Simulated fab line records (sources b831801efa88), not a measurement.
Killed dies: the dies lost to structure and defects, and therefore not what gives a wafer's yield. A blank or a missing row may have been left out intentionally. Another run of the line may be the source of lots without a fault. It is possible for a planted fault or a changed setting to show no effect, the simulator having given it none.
Which tool was responsible? | flow gf180mcu | 6 lots with 18 wafers sampled at 3 steps, on a route of 602 steps

WHAT THE GAUGES SHOWED, per wafer
GF_PSD_OVL_MEAS_08.
lot  | measured     | on         | PSD_OVL (nm)
L888 | day 14 11:40 | overlay-01 | -0.6 -0.2 0.5
L890 | day 15 02:25 | overlay-02 | 0.8 1.7 1.5
L896 | day 17 11:33 | overlay-02 | 158.2 160.2 159.0
L902 | day 19 10:07 | overlay-02 | 0.7 -0.4 1.8
L903 | day 19 20:11 | overlay-02 | 0.0 0.2 -1.1
L908 | day 21 13:38 | overlay-02 | 2.7 1.9 0.8

TOOL THAT RAN EACH LOT (tool first, then ch and the chambers of the sampled wafers, then the start)
lot  | GF_HV_LDD_STRIP_37                   | GF_PSD_EXPOSE_04
L888 | plasma-asher-02 ch 0,1, day 11 20:48 | iline-stepper-01 ch 0, day 14 01:32
L890 | plasma-asher-02 ch 0,1, day 12 09:11 | iline-stepper-02 ch 0, day 14 16:08
L896 | plasma-asher-01 ch 0,1, day 14 12:14 | iline-stepper-02 ch 0, day 16 23:46
L902 | plasma-asher-04 ch 0,1, day 16 08:17 | iline-stepper-01 ch 0, day 18 22:14
L903 | plasma-asher-02 ch 0,1, day 16 17:08 | iline-stepper-01 ch 0, day 19 07:41
L908 | plasma-asher-02 ch 0,1, day 18 09:32 | iline-stepper-01 ch 0, day 21 01:36
- GF_HV_LDD_STRIP_37: strips in O2/N2.
- GF_PSD_EXPOSE_04: exposes mask Pplus, target cd 400 nm.

THE ANSWER, worked out from the rows above alone
Rule: the usual values come from the lots themselves. The widest of any qualifying gaps counts: lots, ordered by their means at a reading, are off when they make up no more than a third of the lots, leave a main group of 4 or more, and stand apart from it by 3 or more times the standard deviation of that group's means. Not used: any main group whose means are identical at the precision the tables above print for the reading. A lot without any number at a reading at which 4 lots or more have one is off too. Where the step has rows for the other lots, those lots are counted as sound.
Off: L896, at GF_PSD_OVL_MEAS_08 (PSD_OVL). The main group has a mean of 0.7 nm with a standard deviation of 0.81.
A tool fits if, at a process step before that reading, it ran every lot that is off, and no sound lot after the first of them. The gauges at GF_PSD_OVL_MEAS_08 are tried like those tools. This does not decide it: 2 tools fit, namely plasma-asher-01 at GF_HV_LDD_STRIP_37 and iline-stepper-02 at GF_PSD_EXPOSE_04.

WHAT THE SIMULATOR PUT IN
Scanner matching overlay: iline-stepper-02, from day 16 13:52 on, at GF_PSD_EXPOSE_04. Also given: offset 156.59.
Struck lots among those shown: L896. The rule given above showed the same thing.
